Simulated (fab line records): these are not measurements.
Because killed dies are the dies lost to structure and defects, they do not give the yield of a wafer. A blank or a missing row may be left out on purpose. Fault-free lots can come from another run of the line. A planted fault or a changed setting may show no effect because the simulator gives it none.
fab line records	flow sky130
[record] lots = 7	wafers = 21	lastDay = 49
route steps=708 shown VIA1@471 METAL2@483
lots with no fault: from the same line, run without faults
startH: hours from the record's first day to the start of the lot's first wafer shown	waitH: time in hours since the lot's previous step	" repeats the value in the row above	L1.1+2: a single row standing in for several wafers	- no value present, or no start provided	* or withheld: withheld	< > ~ a bound
route shown NAME@n: a module of which the file shows steps, and the number in the route of the first	usual: mean/standard deviation of fault-free wafers	same: alike in all rows	chamber/n: place in a boat	sites: readings site by site	_std_site: the standard deviation of these	_edge_site: mean of outer sites minus mean of inner sites	radiusMm: for every site, how far away it sits from the centre of the wafer	mask NAME#n: copy n	behind: the most recent tool/chamber to have shaped the wafer	hold: cause of the lot's hold/its duration in hours/its outcome	device: whichever transistor did not switch (one of n, p or np)	end of line: tests run on the same wafers once the route is complete	for a step that has no rows: nothing shown but its recipe	killed: not the wafer's yield, but the dies lost to structure and defects at the first sort	map: dies across one wafer; x = killed, . = not, _ = none there
set.NAME: the run value of the setting; set.NAME@STEP: its run value at that earlier step	model.NAME: the simulator's own value behind a step, which no gauge read
lots at some steps of the route; a table a step, a row a wafer
services: when a tool's chamber went out of use (startH, in hours from the record's first day, below 0 if earlier), for how many hours, and the reason
[[steps]]
[step SKY_VIA1_OVL_MEAS_13]
[usual] VIA1_OVL = 1/4.4
lot.wafer	tool	chamber	startH	waitH	VIA1_OVL[nm]
L824.2	overlay-02	-	789.71	0.1	2
L824.5	"	-	"	"	-2
L824.6	"	-	"	"	0
L832.3	overlay-01	-	861.34	0.1	-1
L832.4	"	-	"	"	4
L832.5	"	-	"	"	-2
L833.2	overlay-02	-	862.41	0.1	2
L833.5	"	-	"	"	7
L833.6	"	-	"	"	2
L834.1	overlay-01	-	871.70	0.1	-6
L834.2	"	-	"	"	-2
L834.3	"	-	"	"	-4
L840.1	overlay-01	-	922.10	0.1	-4
L840.2	"	-	"	"	-3
L840.6	"	-	"	"	3
L841.1	overlay-02	-	940.70	0.1	4
L841.4	"	-	"	"	-2
L841.6	"	-	"	"	-4
L844.3	overlay-01	-	943.07	0.1	-1
L844.5	"	-	"	"	1
L844.6	"	-	"	"	-1
[step SKY_VIA1_ETCH_14]
[recipe] chemistry = N2/H2	target = BARC	ionEnergyEv = 200	sourceW = 500	biasW = 100	pressureMtorr = 30	n2FlowSccm = 100	h2FlowSccm = 200	stopOn = SiO2	timeS = 45.9	targetDepthA = 600
[usual] drypumpMotorCurrentA = 5.82/0.3	oesProductAu = 0.855/0.0049	throttleValvePct = 13.225/0.009
lot.wafer	tool	chamber	startH	waitH	drypumpMotorCurrentA	oesProductAu	rfHoursCounterH	throttleValvePct
L824.2	rieDiel-02	3	789.74	0.0	6.51	0.860	7	13.226
L824.5	"	0	"	"	5.72	0.853	-	13.228
L824.6	"	1	"	"	5.76	0.854	-	13.219
L832.3	rieDiel-04	0	861.36	0.0	5.52	0.860	1	13.233
L832.4	"	2	"	"	5.89	0.854	8	13.219
L832.5	"	1	"	"	5.90	0.846	-	13.228
L833.2	rieDiel-02	0	862.44	0.0	5.72	0.846	10	13.226
L833.5	"	2	"	"	5.81	0.852	-	13.235
L833.6	"	0	"	"	5.73	0.852	-	13.222
L834.1	rieDiel-01	3	871.74	0.0	6.25	0.853	8	13.232
L834.2	"	0	"	"	5.68	0.846	10	13.203
L834.3	"	2	"	"	5.60	0.854	14	13.229
L840.1	rieDiel-01	3	922.14	0.0	6.24	0.852	11	13.227
L840.2	"	0	"	"	5.66	0.859	12	13.228
L840.6	"	0	"	"	5.65	0.864	-	13.209
L841.1	rieDiel-04	2	940.74	0.0	5.85	0.855	10	13.225
L841.4	"	3	"	"	5.35	0.860	12	13.233
L841.6	"	3	"	"	5.35	0.858	-	13.218
L844.3	rieDiel-02	2	943.09	0.0	5.82	0.848	22	13.235
L844.5	"	1	"	"	5.78	0.850	-	13.222
L844.6	"	0	"	"	5.73	0.858	-	13.229
[step SKY_VIA1_ETCH_15]
[recipe] target = SiO2	chemistry = C4F8/O2/Ar	targetDepthNm = 351	stopOn = TiN	maskMaterial = KrF-thick	sourceW = 1500	biasW = 1200	pressureMtorr = 40	c4f8FlowSccm = withheld	O2_flow_sccm = 6	Ar_flow_sccm = 300	timeS = 52.85
[usual] oesProductAu = 0.988/0.0076
lot.wafer	tool	chamber	startH	waitH	oesProductAu	rfHoursCounterH
L824.2	rieDiel-02	3	789.78	0.0	0.982	7
L824.5	"	0	"	"	0.983	-
L824.6	"	1	"	"	0.995	-
L832.3	rieDiel-04	0	861.40	0.0	0.977	1
L832.4	"	2	"	"	0.993	8
L832.5	"	1	"	"	0.997	-
L833.2	rieDiel-02	0	862.48	0.0	0.986	11
L833.5	"	2	"	"	0.965	-
L833.6	"	0	"	"	0.991	-
L834.1	rieDiel-01	3	871.78	0.0	0.977	8
L834.2	"	0	"	"	0.980	10
L834.3	"	2	"	"	0.980	14
L840.1	rieDiel-01	3	922.18	0.0	0.979	11
L840.2	"	0	"	"	0.994	12
L840.6	"	0	"	"	0.984	-
L841.1	rieDiel-04	2	940.78	0.0	0.996	10
L841.4	"	3	"	"	0.993	12
L841.6	"	3	"	"	0.993	-
L844.3	rieDiel-02	2	943.13	0.0	0.967	22
L844.5	"	1	"	"	0.996	-
L844.6	"	0	"	"	0.988	-
[step SKY_VIA1_STRIP_16]
[recipe] chemistry = O2/N2	powerW = 1400	pressureMtorr = 1500	platenTempC = withheld	o2FlowSccm = 3000	n2FlowSccm = 300	overashFraction = 0.5
[usual] drypumpMotorCurrentA = 5.7/0.4	oesProductAu = 0.417/0.0043	stripTimeToEndpointS = 4.474/0.025
lot.wafer	tool	chamber	startH	waitH	drypumpMotorCurrentA	oesProductAu	rfHoursCounterH	stripTimeToEndpointS
L824.2	plasmaAsher-03	1	789.83	0.0	6.2	0.414	41	4.473
L824.5	"	0	"	"	5.9	0.414	-	4.498
L824.6	"	1	"	"	6.2	0.415	-	4.484
L832.3	plasmaAsher-03	0	861.48	0.1	5.9	0.422	-	4.518
L832.4	"	1	"	"	6.2	0.423	-	4.466
L832.5	"	0	"	"	5.9	0.415	-	4.454
L833.2	plasmaAsher-03	0	862.53	0.0	5.9	0.416	44	4.473
L833.5	"	1	"	"	6.2	0.419	-	4.489
L833.6	"	0	"	"	5.9	0.421	-	4.443
L834.1	plasmaAsher-03	0	871.83	0.0	5.9	0.427	45	4.487
L834.2	"	1	"	"	6.2	0.415	45	4.479
L834.3	"	1	"	"	6.2	0.419	-	4.498
L840.1	plasmaAsher-03	1	922.23	0.0	6.2	0.420	51	4.474
L840.2	"	0	"	"	5.9	0.414	51	4.478
L840.6	"	1	"	"	6.1	0.414	-	4.484
L841.1	plasmaAsher-04	1	940.83	0.0	5.6	0.414	18	4.448
L841.4	"	1	"	"	5.6	0.423	-	4.444
L841.6	"	0	"	"	6.0	0.420	-	4.468
L844.3	plasmaAsher-02	0	943.21	0.1	5.5	0.413	-	4.511
L844.5	"	1	"	"	4.9	0.412	-	4.464
L844.6	"	0	"	"	5.5	0.409	-	4.459
[step SKY_VIA1_STRIP_17]
[recipe] chemistry = postEtchResidueRemover	timeS = 1200	tempC = 72.5
[step SKY_VIA1_CLEAN_18]
[recipe] chemistry = IPA	timeS = 180	tempC = 25
[step SKY_VIA1_CLEAN_19]
[recipe] chemistry = O3/DIW	dry = n2Spin
[step SKY_VIA1_SPUTTER_20]
[recipe] material = TiN	targetThkNm = 20	chamberPressurePa = 5	powerW = 4000	timeS = 80
[step SKY_VIA1_CVD_21]
[recipe] material = W	targetThkNm = 270	timeS = 80.902	tempC = 400	pressureTorr = 40
[usual] heaterPowerW = 900/140
lot.wafer	tool	chamber	startH	waitH	heaterPowerW
L824.2	cvdW-02	1	790.53	0.0	733
L824.5	"	0	"	"	970
L824.6	"	1	"	"	751
L832.3	cvdW-02	1	862.14	0.1	743
L832.4	"	0	"	"	996
L832.5	"	0	"	"	1011
L833.2	cvdW-01	1	863.19	0.0	1088
L833.5	"	1	"	"	1112
L833.6	"	0	"	"	815
L834.1	cvdW-01	1	872.48	0.0	1118
L834.2	"	0	"	"	825
L834.3	"	1	"	"	1129
L840.1	cvdW-01	0	922.91	0.0	769
L840.2	"	1	"	"	945
L840.6	"	0	"	"	772
L841.1	cvdW-02	0	941.48	0.0	1005
L841.4	"	1	"	"	740
L841.6	"	1	"	"	752
L844.3	cvdW-01	0	943.87	0.1	762
L844.5	"	1	"	"	959
L844.6	"	0	"	"	783
[step SKY_VIA1_RS_MEAS_22]
[recipe] thkMeasGauge = four-point-probe	reads = W_of_VIA1_CVD_21+TiN_of_VIA1_SPUTTER_20
[usual] VIA1_W_RS = 0.424/0.0046
lot.wafer	tool	chamber	startH	waitH	VIA1_W_RS[ohm/sq]
L824.2	filmMetro-02	-	790.64	0.1	0.413
L824.5	"	-	"	"	0.424
L824.6	"	-	"	"	0.413
L832.3	filmMetro-01	-	862.24	0.1	0.417
L832.4	"	-	"	"	0.425
L832.5	"	-	"	"	0.424
L833.2	filmMetro-01	-	863.30	0.1	0.421
L833.5	"	-	"	"	0.424
L833.6	"	-	"	"	0.420
L834.1	filmMetro-04	-	872.57	0.1	0.423
L834.2	"	-	"	"	0.425
L834.3	"	-	"	"	0.427
L840.1	filmMetro-01	-	923.00	0.1	0.432
L840.2	"	-	"	"	0.432
L840.6	"	-	"	"	0.429
L841.1	filmMetro-02	-	941.57	0.1	0.418
L841.4	"	-	"	"	0.415
L841.6	"	-	"	"	0.421
L844.3	filmMetro-02	-	943.97	0.1	0.424
L844.5	"	-	"	"	0.424
L844.6	"	-	"	"	0.424
[step SKY_VIA1_THK_MEAS_23]
[recipe] thkMeasGauge = xrf	reads = W_of_VIA1_CVD_21
[usual] VIA1_W_THK = 273/3.9
lot.wafer	tool	chamber	startH	waitH	VIA1_W_THK[nm]
L824.2	filmMetro-02	-	790.75	0.1	278
L824.5	"	-	"	"	273
L824.6	"	-	"	"	280
L832.3	filmMetro-01	-	862.34	0.1	280
L832.4	"	-	"	"	277
L832.5	"	-	"	"	276
L833.2	filmMetro-01	-	863.41	0.1	277
L833.5	"	-	"	"	278
L833.6	"	-	"	"	279
L834.1	filmMetro-04	-	872.69	0.1	274
L834.2	"	-	"	"	272
L834.3	"	-	"	"	273
L840.1	filmMetro-01	-	923.12	0.1	269
L840.2	"	-	"	"	270
L840.6	"	-	"	"	271
L841.1	filmMetro-02	-	941.69	0.1	272
L841.4	"	-	"	"	276
L841.6	"	-	"	"	273
L844.3	filmMetro-02	-	944.07	0.1	270
L844.5	"	-	"	"	271
L844.6	"	-	"	"	270
[step SKY_VIA1_CMP_24]
[recipe] stopOn = SiO2	tOverpolishS = 15	downForcePsi = 3.5	platenRpm = 60	targetThkNm = 0	padVelocityMS = 0.94248
[step SKY_METAL2_SPUTTER_00]
[recipe] material = Ti	targetThkNm = 15	powerW = 3000	timeS = 10	chamberPressurePa = 0.4
[usual] cathodeDcPowerW = 3000.0/0.51	chamberPressurePa = 0.4000/0.00085	throttleValvePct = 29.9/0.95
lot.wafer	tool	chamber	startH	waitH	cathodeDcPowerW	chamberPressurePa	throttleValvePct
L824.2	pvdSputter-01	-	791.10	0.1	3000.3	0.3988	29.9
L824.5	"	-	"	"	3000.9	0.3985	29.9
L824.6	"	-	"	"	2999.8	0.4012	29.4
L832.3	pvdSputter-02	-	862.68	0.2	-	-	-
L832.4	"	-	"	"	-	-	-
L832.5	"	-	"	"	-	-	-
L833.2	pvdSputter-04	-	863.85	0.2	-	-	-
L833.5	"	-	"	"	-	-	-
L833.6	"	-	"	"	-	-	-
L834.1	pvdSputter-04	-	873.05	0.1	-	-	-
L834.2	"	-	"	"	-	-	-
L834.3	"	-	"	"	-	-	-
L840.1	pvdSputter-04	-	923.48	0.1	3000.9	0.3995	30.1
L840.2	"	-	"	"	3000.1	0.4006	30.2
L840.6	"	-	"	"	3000.0	0.4016	29.0
L841.1	pvdSputter-04	-	942.05	0.2	2999.7	0.4005	30.1
L841.4	"	-	"	"	2999.4	0.4001	30.2
L841.6	"	-	"	"	3000.2	0.4001	29.9
L844.3	pvdSputter-01	-	944.41	0.2	2999.6	0.4013	30.1
L844.5	"	-	"	"	3000.2	0.4021	29.5
L844.6	"	-	"	"	2999.9	0.4009	29.8
[step SKY_METAL2_SPUTTER_01]
[recipe] material = TiN	targetThkNm = 20	powerW = 6500	timeS = 16.7	chamberPressurePa = 0.4
[usual] cathodeDcPowerW = 6500.1/1.1	chamberPressurePa = 0.4000/0.00075	throttleValvePct = 29.9/0.95
lot.wafer	tool	chamber	startH	waitH	cathodeDcPowerW	chamberPressurePa	throttleValvePct
L824.2	pvdSputter-01	-	791.13	0.0	6501.1	0.4005	29.8
L824.5	"	-	"	"	6499.3	0.3999	29.7
L824.6	"	-	"	"	6499.8	0.4004	29.5
L832.3	pvdSputter-02	-	862.70	0.0	6499.9	0.3996	29.5
L832.4	"	-	"	"	6498.7	0.3997	30.8
L832.5	"	-	"	"	6498.9	0.4005	29.5
L833.2	pvdSputter-04	-	863.87	0.0	6500.0	0.3995	31.6
L833.5	"	-	"	"	6498.1	0.3999	28.8
L833.6	"	-	"	"	6499.8	0.3996	31.9
L834.1	pvdSputter-04	-	873.08	0.0	6500.7	0.3999	31.6
L834.2	"	-	"	"	6498.2	0.3999	30.1
L834.3	"	-	"	"	6500.7	0.3990	30.2
L840.1	pvdSputter-04	-	923.51	0.0	6498.0	0.4009	29.8
L840.2	"	-	"	"	6501.9	0.4005	30.1
L840.6	"	-	"	"	6500.9	0.4003	28.7
L841.1	pvdSputter-04	-	942.08	0.0	6500.7	0.4004	30.0
L841.4	"	-	"	"	6501.4	0.4016	30.0
L841.6	"	-	"	"	6500.3	0.4009	30.2
L844.3	pvdSputter-01	-	944.43	0.0	6500.5	0.3985	29.7
L844.5	"	-	"	"	6499.2	0.3985	30.0
L844.6	"	-	"	"	6500.7	0.4012	30.0
[[services]]
tool	chamber	startH	hours	kind
rieDiel-02	2	769.90	23.0	repair
rieDiel-02	3	774.18	4.3	repair
rieDiel-01	0	777.06	1.3	repair
rieDiel-04	1	778.10	5.0	repair
plasmaAsher-03	-	783.51	4.3	pm
pvdSputter-02	-	788.00	3.3	repair
plasmaAsher-03	-	796.02	35.5	repair
plasmaAsher-03	-	798.37	3.5	repair
cvdW-02	-	809.38	6.9	pm
rieDiel-01	1	814.24	116.6	repair
rieDiel-02	3	825.79	18.5	repair
plasmaAsher-03	-	831.99	4.6	repair
cvdW-01	-	832.67	1.4	repair
rieDiel-01	2	850.42	7.2	repair
rieDiel-02	1	860.61	5.5	repair
pvdSputter-01	-	888.00	1.1	repair
rieDiel-02	-	897.36	2.8	pm
cvdW-01	-	904.00	14.0	pm
plasmaAsher-03	-	911.29	0.5	repair
pvdSputter-04	-	911.49	1.2	repair
cvdW-02	-	918.00	2.8	pm
pvdSputter-04	-	918.46	2.5	repair
rieDiel-01	1	936.36	6.8	repair
rieDiel-01	0	936.99	10.5	repair
[[key]]
[firstSign] step = SKY_METAL2_SPUTTER_00	reading = toolRecord	direction = missing
effect none on later readings
metAt SKY_METAL2_SPUTTER_00
struckWafers L832.3,L832.4,L832.5,L833.2,L833.5,L833.6,L834.1,L834.2,L834.3
laterRowsLeftOut L832.3,L832.4,L832.5,L833.2,L833.5,L833.6,L834.1,L834.2,L834.3
sortLeftOut L832.3,L832.4,L832.5,L833.2,L833.5,L833.6,L834.1,L834.2,L834.3
[fault] kind = skippedStepWhole	tool = pvdSputter-02,pvdSputter-04	chamber = -	onsetH = 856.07	steps = SKY_METAL2_SPUTTER_00	scope = struckLotsOnly
// sortLeftOut: the simulated sort isn't trusted on such a fault, so these wafers' sort isn't shown, and their yield isn't known
// laterRowsLeftOut: the simulator's readings of these wafers behind a module that went badly wrong aren't trusted and aren't shown, but for the sort
